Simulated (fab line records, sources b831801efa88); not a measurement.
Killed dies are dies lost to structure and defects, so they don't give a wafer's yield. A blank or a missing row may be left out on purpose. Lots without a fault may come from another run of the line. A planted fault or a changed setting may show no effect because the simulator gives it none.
fab line records | flow sky130
record lots=7 wafers=21 last_day=50
route steps=708 shown LDD_HVN@275 LDD_HVP@278 LDD_LDN@289 PAD_OPEN@708
lots that met no fault: from a run of the same line without faults
start_h: hours from the record's first day to the start of the lot's first wafer shown | wait_h: hours since the lot's step before | " the same as in the row above | L1.1+2: a row that stands for several wafers | - no value, or no start given | * or withheld: withheld | < > ~ a bound
route shown NAME@n: a module of which the file shows steps, and the number in the route of the first | usual: mean/standard deviation of fault-free wafers | same: alike in all rows | chamber/n: place in a boat | sites: the reading at each site | _std_site: their standard deviation | _edge_site: outer sites' mean less inner sites' | radius_mm: how far each site lies from the wafer's centre | mask NAME#n: copy n | behind: the tool/chamber that last shaped the wafer | hold: why the lot was held/for how many hours/how that ended | device: the transistor (n, p or np) that didn't switch | end of line: the same wafers' tests at the end of the route | a step without rows: its recipe alone | killed: dies lost to structure and defects at the first sort, not the wafer's yield | map: a wafer's dies, x killed, . not, _ none there
set.NAME: the setting as run; set.NAME@STEP: as run at that earlier step | model.NAME: the simulator's own value behind a step, which no gauge read
lots at some steps of the route; a table a step, a row a wafer
services: from which hour (start_h, from the record's first day; less than 0 if before it) a tool's chamber was out of use, for how many hours, and why
## steps
# step SKY_LDD_HVN_IMPLANT_08
# recipe species=P energy_kev=60 dose_cm2=3e+13 tilt_deg=40
# step SKY_LDD_HVN_STRIP_09
# recipe chemistry=O2/N2 power_w=1400 pressure_mtorr=1500 platen_temp_c=withheld o2_flow_sccm=3000 n2_flow_sccm=300 overash_fraction=0.5
# usual chamber_pressure_mTorr=1499.9/1.4 drypump_motor_current_A=5.5/0.46 oes_product_au=0.409/0.0049 strip_time_to_endpoint_s=4.134/0.015
# same overash_fraction=0.5
# columns lot.wafer tool chamber start_h wait_h chamber_pressure_mTorr drypump_motor_current_A oes_product_au rf_hours_counter_h strip_time_to_endpoint_s
L518.1 plasma_asher-01 1 455.35 0.1 1498.2 6.0 0.403 73 4.137
L518.3 " 1 " " 1500.8 6.0 0.398 - 4.134
L518.4 " 0 " " 1501.9 5.4 0.399 - 4.129
L528.1 plasma_asher-03 0 561.70 0.1 1497.9 6.1 0.413 74 4.119
L528.4 " 0 " " 1500.1 6.0 0.413 - 4.117
L528.5 " 0 " " 1498.6 6.1 0.414 - 4.142
L530.1 plasma_asher-03 0 574.29 0.1 1499.1 6.1 0.407 75 4.132
L530.4 " 1 " " 1498.0 5.5 0.406 - 4.152
L530.5 " 1 " " 1500.7 5.6 0.405 - 4.129
L531.1 plasma_asher-03 0 578.10 0.1 1502.2 6.0 0.408 76 4.112
L531.2 " 1 " " 1499.9 5.5 0.409 76 4.125
L531.5 " 1 " " 1500.4 5.5 0.413 - 4.124
L536.1 plasma_asher-03 0 625.95 0.1 1502.1 6.1 0.412 80 4.148
L536.4 " 1 " " 1499.0 5.6 0.404 - 4.160
L536.5 " 0 " " 1499.8 6.0 0.405 - 4.143
L538.1 plasma_asher-03 1 630.69 0.1 1500.8 5.6 0.410 80 4.118
L538.2 " 0 " " 1500.4 6.1 0.405 80 4.135
L538.5 " 1 " " 1500.8 5.5 0.408 - 4.126
L541.1 plasma_asher-01 0 660.04 0.1 1499.9 5.5 0.415 93 4.100
L541.4 " 0 " " 1497.7 5.4 0.404 - 4.111
L541.5 " 0 " " 1498.6 5.5 0.403 - 4.124
# step SKY_LDD_HVN_TW_MEAS_10
# usual LDD_HVN_TW=1450/14
# columns lot.wafer tool chamber start_h wait_h LDD_HVN_TW
L518.1 film_metro-02 - 455.45 0.1 1443
L518.3 " - " " 1437
L518.4 " - " " 1445
L528.1 film_metro-03 - 561.80 0.1 1474
L528.4 " - " " 1473
L528.5 " - " " 1469
L530.1 film_metro-02 - 574.39 0.1 1458
L530.4 " - " " 1459
L530.5 " - " " 1462
L531.1 film_metro-02 - 578.20 0.1 1452
L531.2 " - " " 1455
L531.5 " - " " 1457
L536.1 film_metro-02 - 626.05 0.1 1449
L536.4 " - " " 1450
L536.5 " - " " 1436
L538.1 film_metro-01 - 630.79 0.1 1433
L538.2 " - " " 1431
L538.5 " - " " 1423
L541.1 film_metro-03 - 660.14 0.1 1464
L541.4 " - " " 1469
L541.5 " - " " 1466
# step SKY_LDD_HVP_DEHYDRATE_00
# recipe temp_c=200 time_s=60
# step SKY_LDD_HVP_HMDS_01
# recipe prime_time_s=60 prime_temp_c=120
# step SKY_LDD_HVP_COAT_02
# recipe resist=NOVOLAK spin_rpm=3000 resist_thk_nm=300
# step SKY_LDD_HVP_SOFTBAKE_03
# recipe temp_c=90 time_s=60 resist=NOVOLAK
# step SKY_LDD_HVP_EXPOSE_04
# recipe mask_id=HVPTM na=0.6 source_shape=conventional sigma_outer=0.6 polarization=unpolarized target_cd_nm=700 dose_mj=86
# step SKY_LDD_HVP_PEB_05
# recipe temp_c=withheld time_s=* resist=NOVOLAK
# step SKY_LDD_HVP_DEVELOP_06
# recipe resist=NOVOLAK developer=TMAH develop_time_s=60 dev_temp_c=23
# step SKY_LDD_HVP_OVL_MEAS_07
# usual LDD_HVP_OVL=-0.1/1.7
# columns lot.wafer tool chamber start_h wait_h LDD_HVP_OVL[nm]
L518.1 overlay-01 - 486.61 0.1 0.0
L518.3 " - " " -0.3
L518.4 " - " " -0.3
L528.1 overlay-01 - 591.31 0.1 -3.2
L528.4 " - " " -3.8
L528.5 " - " " -2.1
L530.1 overlay-01 - 603.61 0.1 -0.5
L530.4 " - " " 1.2
L530.5 " - " " -0.3
L531.1 overlay-02 - 606.96 0.1 -0.5
L531.2 " - " " -2.2
L531.5 " - " " -1.3
L536.1 overlay-02 - 654.96 0.1 0.6
L536.4 " - " " -1.5
L536.5 " - " " -0.5
L538.1 overlay-01 - 659.56 0.1 -1.0
L538.2 " - " " -1.2
L538.5 " - " " -1.0
L541.1 overlay-01 - 687.86 0.1 -0.6
L541.4 " - " " -1.2
L541.5 " - " " -1.1
# step SKY_LDD_HVP_IMPLANT_08
# recipe species=B energy_kev=20 dose_cm2=1.7e+13 tilt_deg=17.9
# step SKY_LDD_HVP_STRIP_09
# recipe chemistry=O2/N2 power_w=1400 pressure_mtorr=1500 platen_temp_c=withheld o2_flow_sccm=3000 n2_flow_sccm=300 overash_fraction=0.5
# usual chamber_pressure_mTorr=1499.9/1.4 drypump_motor_current_A=5.4/0.43 oes_product_au=0.408/0.0047 overash_fraction=0.5/0 strip_time_to_endpoint_s=4.136/0.014
# columns lot.wafer tool chamber start_h wait_h chamber_pressure_mTorr drypump_motor_current_A oes_product_au overash_fraction rf_hours_counter_h strip_time_to_endpoint_s model.NOVOLAK_of_LDD_HVP_COAT_02.thk_nm
L518.1 plasma_asher-04 0 486.80 0.1 1500.2 5.2 0.411 0.5 37 4.142 0
L518.3 " 1 " " 1500.7 4.7 0.400 0.5 - 4.148 0
L518.4 " 0 " " 1498.6 5.2 0.404 0.5 - 4.141 0
L528.1 plasma_asher-04 0 591.50 0.1 - - - - - - 300.3
L528.4 " 1 " " - - - - - - 299.1
L528.5 " 0 " " - - - - - - 300.2
L530.1 plasma_asher-01 0 603.80 0.1 - - - - - - 299.5
L530.4 " 0 " " - - - - - - 300.5
L530.5 " 0 " " - - - - - - 299.6
L531.1 plasma_asher-01 0 607.15 0.1 - - - - - - 298.1
L531.2 " 1 " " - - - - - - 299.6
L531.5 " 1 " " - - - - - - 299.2
L536.1 plasma_asher-01 1 655.14 0.1 1501.8 6.0 0.402 0.5 93 4.151 0
L536.4 " 1 " " 1501.2 6.0 0.411 0.5 - 4.120 0
L536.5 " 0 " " 1503.3 5.4 0.415 0.5 - 4.142 0
L538.1 plasma_asher-04 1 659.75 0.1 1501.2 4.7 0.413 0.5 55 4.120 0
L538.2 " 0 " " 1499.9 5.2 0.405 0.5 55 4.140 0
L538.5 " 0 " " 1498.0 5.2 0.416 0.5 - 4.122 0
L541.1 plasma_asher-01 1 688.04 0.1 1500.0 6.0 0.415 0.5 96 4.132 0
L541.4 " 0 " " 1498.2 5.4 0.409 0.5 - 4.127 0
L541.5 " 1 " " 1499.6 6.0 0.398 0.5 - 4.150 0
# step SKY_LDD_HVP_TW_MEAS_10
# usual LDD_HVP_TW=458/6.7
# columns lot.wafer tool chamber start_h wait_h LDD_HVP_TW
L518.1 film_metro-04 - 486.90 0.1 451
L518.3 " - " " 451
L518.4 " - " " 453
L528.1 film_metro-02 - 591.60 0.1 460
L528.4 " - " " 463
L528.5 " - " " 460
L530.1 film_metro-04 - 603.90 0.1 451
L530.4 " - " " 451
L530.5 " - " " 452
L531.1 film_metro-02 - 607.25 0.1 463
L531.2 " - " " 460
L531.5 " - " " 459
L536.1 film_metro-03 - 655.24 0.1 466
L536.4 " - " " 467
L536.5 " - " " 467
L538.1 film_metro-04 - 659.85 0.1 449
L538.2 " - " " 454
L538.5 " - " " 451
L541.1 film_metro-03 - 688.14 0.1 465
L541.4 " - " " 462
L541.5 " - " " 463
# step SKY_LDD_LDN_DEHYDRATE_00
# recipe temp_c=200 time_s=60
# step SKY_LDD_LDN_HMDS_01
# recipe prime_time_s=60 prime_temp_c=120
# step SKY_LDD_LDN_COAT_02
# recipe resist=NOVOLAK spin_rpm=3000 resist_thk_nm=1140
# step SKY_LDD_LDN_SOFTBAKE_03
# recipe temp_c=90 time_s=60 resist=NOVOLAK
# step SKY_LDD_LDN_EXPOSE_04
# recipe mask_id=LDNTM na=0.6 source_shape=conventional sigma_outer=0.6 polarization=unpolarized target_cd_nm=700 dose_mj=140
# step SKY_LDD_LDN_PEB_05
# recipe temp_c=withheld time_s=* resist=NOVOLAK
# step SKY_LDD_LDN_DEVELOP_06
# recipe resist=NOVOLAK developer=TMAH develop_time_s=60 dev_temp_c=23
# step SKY_LDD_LDN_OVL_MEAS_07
# usual LDD_LDN_OVL=0.3/1.3
# columns lot.wafer tool chamber start_h wait_h LDD_LDN_OVL[nm]
L518.1 overlay-01 - 517.36 0.1 1.1
L518.3 " - " " 0.4
L518.4 " - " " -1.2
L528.1 overlay-02 - 620.35 0.1 0.5
L528.4 " - " " 2.2
L528.5 " - " " 0.9
L530.1 overlay-02 - 632.60 0.1 1.4
L530.4 " - " " 2.1
L530.5 " - " " 0.4
L531.1 overlay-02 - 634.81 0.1 1.1
L531.2 " - " " 0.2
L531.5 " - " " 1.4
L536.1 overlay-02 - 683.81 0.1 0.6
L536.4 " - " " 0.1
L536.5 " - " " 3.1
L538.1 overlay-01 - 687.26 0.1 -2.0
L538.2 " - " " -0.3
L538.5 " - " " -0.6
L541.1 overlay-01 - 715.35 0.1 0.3
L541.4 " - " " 0.2
L541.5 " - " " 1.7
# step SKY_LDD_LDN_IMPLANT_08
# recipe species=As energy_kev=15 dose_cm2=1.25e+13 tilt_deg=withheld rotation_deg=23
# step SKY_LDD_LDN_IMPLANT_09
# recipe species=As energy_kev=15 dose_cm2=1.25e+13 tilt_deg=withheld rotation_deg=113
# step SKY_LDD_LDN_IMPLANT_10
# recipe species=As energy_kev=15 dose_cm2=1.25e+13 tilt_deg=withheld rotation_deg=203
# step SKY_LDD_LDN_IMPLANT_11
# recipe species=As energy_kev=15 dose_cm2=1.25e+13 tilt_deg=withheld rotation_deg=293
# step SKY_LDD_LDN_STRIP_12
# recipe chemistry=O2/N2 power_w=1400 pressure_mtorr=1500 platen_temp_c=withheld o2_flow_sccm=3000 n2_flow_sccm=300 overash_fraction=0.5
# usual chamber_pressure_mTorr=1500.1/1.4 drypump_motor_current_A=5.5/0.42 oes_product_au=0.716/0.0046 strip_time_to_endpoint_s=14.18/0.044
# same overash_fraction=0.5
# columns lot.wafer tool chamber start_h wait_h chamber_pressure_mTorr drypump_motor_current_A oes_product_au rf_hours_counter_h strip_time_to_endpoint_s
L518.1 plasma_asher-03 1 517.99 0.1 1500.1 5.5 0.714 69 14.19
L518.3 " 1 " " 1499.2 5.5 0.725 - 14.12
L518.4 " 0 " " 1499.2 6.1 0.720 - 14.13
L528.1 plasma_asher-03 1 621.29 0.1 1502.2 5.5 0.713 79 18.80
L528.4 " 1 " " 1500.5 5.5 0.709 - 18.77
L528.5 " 1 " " 1500.6 5.5 0.718 - 18.79
L530.1 plasma_asher-02 1 633.24 0.1 1500.6 5.8 0.714 19 18.77
L530.4 " 1 " " 1500.3 5.8 0.727 - 18.79
L530.5 " 0 " " 1500.3 5.5 0.716 - 18.74
L531.1 plasma_asher-02 1 635.44 0.1 1498.2 5.7 0.723 20 18.74
L531.2 " 0 " " 1498.3 5.5 0.722 20 18.75
L531.5 " 1 " " 1499.0 5.7 0.717 - 18.69
L536.1 plasma_asher-04 1 684.44 0.1 1499.7 4.7 0.715 56 14.15
L536.4 " 0 " " 1500.5 5.2 0.706 - 14.18
L536.5 " 0 " " 1500.5 5.2 0.711 - 14.18
L538.1 plasma_asher-04 0 687.89 0.1 1499.9 5.2 0.721 56 14.19
L538.2 " 1 " " 1498.7 4.7 0.716 56 14.19
L538.5 " 0 " " 1499.8 5.2 0.716 - 14.22
L541.1 plasma_asher-03 0 715.99 0.1 1501.2 6.1 0.719 88 14.18
L541.4 " 0 " " 1501.1 6.0 0.717 - 14.16
L541.5 " 0 " " 1498.6 6.0 0.720 - 14.14
# step SKY_LDD_LDN_TW_MEAS_13
# usual LDD_LDN_TW=1486/21
# columns lot.wafer tool chamber start_h wait_h hold LDD_LDN_TW
L518.1 film_metro-03 - 518.09 0.1 - 1511
L518.3 " - " " - 1505
L518.4 " - " " - 1504
L528.1 film_metro-04 - 621.39 0.1 await_dispo/0.2h/release 30
L528.4 " - " " await_dispo/0.2h/release 30
L528.5 " - " " await_dispo/0.2h/release 30
L528.1 film_metro-04 - 621.62 0.2 - 30
L528.4 " - " " - 30
L528.5 " - " " - 30
L530.1 film_metro-04 - 633.34 0.1 await_dispo/0.2h/release 30
L530.4 " - " " await_dispo/0.2h/release 30
L530.5 " - " " await_dispo/0.2h/release 30
L530.1 film_metro-04 - 633.57 0.2 - 30
L530.4 " - " " - 30
L530.5 " - " " - 30
L531.1 film_metro-04 - 635.54 0.1 await_dispo/0.2h/release 30
L531.2 " - " " await_dispo/0.2h/release 30
L531.5 " - " " await_dispo/0.2h/release 30
L531.1 film_metro-04 - 635.77 0.2 - 30
L531.2 " - " " - 30
L531.5 " - " " - 29
L536.1 film_metro-04 - 684.54 0.1 - 1464
L536.4 " - " " - 1464
L536.5 " - " " - 1456
L538.1 film_metro-01 - 687.99 0.1 - 1464
L538.2 " - " " - 1471
L538.5 " - " " - 1474
L541.1 film_metro-03 - 716.09 0.1 - 1508
L541.4 " - " " - 1508
L541.5 " - " " - 1511
# step SKY_PAD_OPEN_PROBE_99
# usual defect_limited_yield=82.5/1.8 killed_at_M0_to_M3=42/6.6 killed_at_M4_up=3.0/1.8 killed_at_contacts=25/5.1 killed_at_front_end=15/4.4 killed_at_other=0.3/0.56 killed_dies=86/8.6 killed_open=47/6.9 killed_short=38/6 sort_bin_3_pad_short=0.8/0.42 sort_bin_5_function=10.6/1.5 sort_bin_6_memory=6.1/1.1 sort_n_pass=406/8.6 sort_yield_pct=82.5/1.8
# same gross_dies=492 killed_at_back_side=0 sort_bin_4_leakage[%]=0 sort_bin_8_speed[%]=0
# columns lot.wafer tool chamber start_h wait_h defect_limited_yield[%] killed_at_M0_to_M3 killed_at_M4_up killed_at_contacts killed_at_front_end killed_at_other killed_dies killed_open killed_short sort_bin_3_pad_short[%] sort_bin_5_function[%] sort_bin_6_memory[%] sort_n_pass sort_yield_pct[%]
L518.1 prober-01 - 1068.47 0.1 83.1 42 5 22 13 1 83 45 37 0.4 8.7 7.7 409 83.1
L518.3 prober-01 - 1068.57 0.2 81.3 46 2 27 17 0 92 55 36 0.6 13.0 5.1 400 81.3
L518.4 prober-01 - 1068.62 0.2 84.1 38 3 17 20 0 78 50 27 0.4 9.3 6.1 414 84.1
L536.1 prober-01 - 1180.65 0.1 84.3 41 3 19 14 0 77 36 40 0.8 10.0 4.9 415 84.3
L536.4 prober-01 - 1180.80 0.2 85.2 35 4 26 8 0 73 43 30 0.8 8.5 5.5 419 85.2
L536.5 prober-01 - 1180.85 0.2 81.5 49 3 26 13 0 91 66 24 0.2 11.8 6.5 401 81.5
L538.1 prober-01 - 1182.81 0.1 82.1 38 4 31 15 0 88 49 39 1.4 11.8 4.7 404 82.1
L538.2 prober-01 - 1182.86 0.1 82.9 48 3 19 13 1 84 47 37 0.6 10.0 6.5 408 82.9
L538.5 prober-01 - 1183.01 0.2 84.8 38 2 21 13 1 75 35 40 1.0 8.9 5.3 417 84.8
L541.1 prober-02 - 1198.53 0.1 85.4 32 4 21 15 0 72 31 41 1.8 8.5 4.3 420 85.4
L541.4 prober-02 - 1198.68 0.2 80.9 48 3 25 18 0 94 53 41 0.6 10.8 7.7 398 80.9
L541.5 prober-02 - 1198.73 0.2 82.5 44 4 30 7 1 86 50 36 1.0 9.8 6.7 406 82.5
# killed by level:class
L518.1 CONTACT:geometric_particle:open=13 VIA1:geometric_particle:open=10 METAL1:geometric_particle:short=6 POLY_GATE:geometric_particle:short=5 VIA3:geometric_particle:open=5 METAL2:geometric_particle:short=5 METAL4:geometric_particle:short=5 LI_CONTACT:geometric_particle:open=4
L518.3 CONTACT:geometric_particle:open=13 VIA1:geometric_particle:open=9 LI_CONTACT:geometric_particle:open=8 VIA2:geometric_particle:open=7 FIELD_ISO:geometric_particle:short=5 VIA1:geometric_particle:short=5 VIA2:geometric_particle:short=5 VIA3:geometric_particle:open=5
L518.4 VIA2:geometric_particle:open=11 CONTACT:geometric_particle:open=9 VIA1:geometric_particle:open=8 FIELD_ISO:geometric_particle:short=6 POLY_GATE:geometric_particle:open=5 LI_CONTACT:geometric_particle:open=5 METAL1:geometric_particle:short=5 FIELD_ISO:geometric_particle:open=4
L536.1 METAL2:geometric_particle:short=9 CONTACT:geometric_particle:open=6 VIA2:geometric_particle:open=6 CONTACT:geometric_particle:short=4 METAL1:geometric_particle:short=4 VIA2:geometric_particle:short=4 VIA1:geometric_particle:open=4 VIA3:geometric_particle:open=4
L536.4 CONTACT:geometric_particle:open=13 LI_CONTACT:geometric_particle:open=8 METAL2:geometric_particle:short=8 VIA1:geometric_particle:open=7 METAL1:geometric_particle:short=5 VIA3:geometric_particle:open=4 CONTACT:geometric_particle:short=3 METAL4:geometric_particle:short=3
L536.5 CONTACT:geometric_particle:open=15 VIA1:geometric_particle:open=11 VIA3:geometric_particle:open=10 LI_CONTACT:geometric_particle:open=7 VIA2:geometric_particle:open=7 FIELD_ISO:geometric_particle:open=6 METAL1:geometric_particle:short=6 VIA3:geometric_particle:short=4
L538.1 CONTACT:geometric_particle:open=11 VIA2:geometric_particle:open=8 METAL1:geometric_particle:short=8 VIA1:geometric_particle:open=6 CONTACT:geometric_particle:short=6 LI_CONTACT:geometric_particle:open=5 POLY_GATE:geometric_particle:open=4 LI_CONTACT:geometric_particle:short=4
L538.2 VIA2:geometric_particle:open=12 VIA1:geometric_particle:open=9 LI_CONTACT:geometric_particle:open=7 CONTACT:geometric_particle:open=6 METAL1:geometric_particle:short=6 METAL2:geometric_particle:short=6 FIELD_ISO:geometric_particle:open=4 VIA1:geometric_particle:short=4
L538.5 METAL1:geometric_particle:short=10 CONTACT:geometric_particle:open=8 LI_CONTACT:geometric_particle:open=6 VIA1:geometric_particle:open=6 METAL2:geometric_particle:short=5 POLY_GATE:geometric_particle:short=4 LOCAL_INTERCONNECT:geometric_particle:short=4 VIA2:geometric_particle:short=4
L541.1 FIELD_ISO:geometric_particle:open=8 LI_CONTACT:geometric_particle:open=6 METAL1:geometric_particle:short=6 LOCAL_INTERCONNECT:geometric_particle:short=5 CONTACT:geometric_particle:open=5 VIA2:geometric_particle:open=4 VIA1:geometric_particle:open=4 CONTACT:geometric_particle:short=4
L541.4 VIA1:geometric_particle:open=13 CONTACT:geometric_particle:open=9 FIELD_ISO:geometric_particle:open=7 VIA3:geometric_particle:open=7 LOCAL_INTERCONNECT:geometric_particle:short=6 VIA1:geometric_particle:short=5 VIA2:geometric_particle:open=5 CONTACT:geometric_particle:short=4
L541.5 VIA1:geometric_particle:open=15 CONTACT:geometric_particle:short=8 VIA2:geometric_particle:open=8 LI_CONTACT:geometric_particle:open=7 CONTACT:geometric_particle:open=6 METAL2:geometric_particle:short=4 VIA3:geometric_particle:short=4 LI_CONTACT:geometric_particle:short=3
## services
# columns tool chamber start_h hours kind
plasma_asher-02 - 450.72 2.8 pm
plasma_asher-03 - 585.14 5.2 repair
plasma_asher-03 - 633.32 2.1 repair
plasma_asher-04 - 660.52 18.9 pm
plasma_asher-03 - 701.20 5.6 repair
## key
first_sign step=SKY_LDD_HVP_STRIP_09 reading=tool_record direction=missing
effect step=SKY_LDD_LDN_STRIP_12 reading=strip_time_to_endpoint_s direction=up sigmas=99+ usual=* struck=*
effect step=SKY_LDD_LDN_TW_MEAS_13 reading=visit direction=added
effect step=SKY_LDD_LDN_TW_MEAS_13 reading=LDD_LDN_TW direction=down sigmas=69 usual=1486 struck=30
model_effect step=SKY_LDD_HVP_STRIP_09 value=NOVOLAK_of_LDD_HVP_COAT_02.thk_nm without=0 struck=299.6
met_at SKY_LDD_HVP_STRIP_09
struck_wafers L528.1,L528.4,L528.5,L530.1,L530.4,L530.5,L531.1,L531.2,L531.5
scrapped_behind SKY_LDD_LDN_TW_MEAS_13 L528.1,L528.4,L528.5,L530.1,L530.4,L530.5,L531.1,L531.2,L531.5
onset_between 486.80 591.50
fault kind=skipped_step_whole tool=plasma_asher-01,plasma_asher-04 chamber=- onset_h=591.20 steps=SKY_LDD_HVP_STRIP_09 scope=struck_lots_only
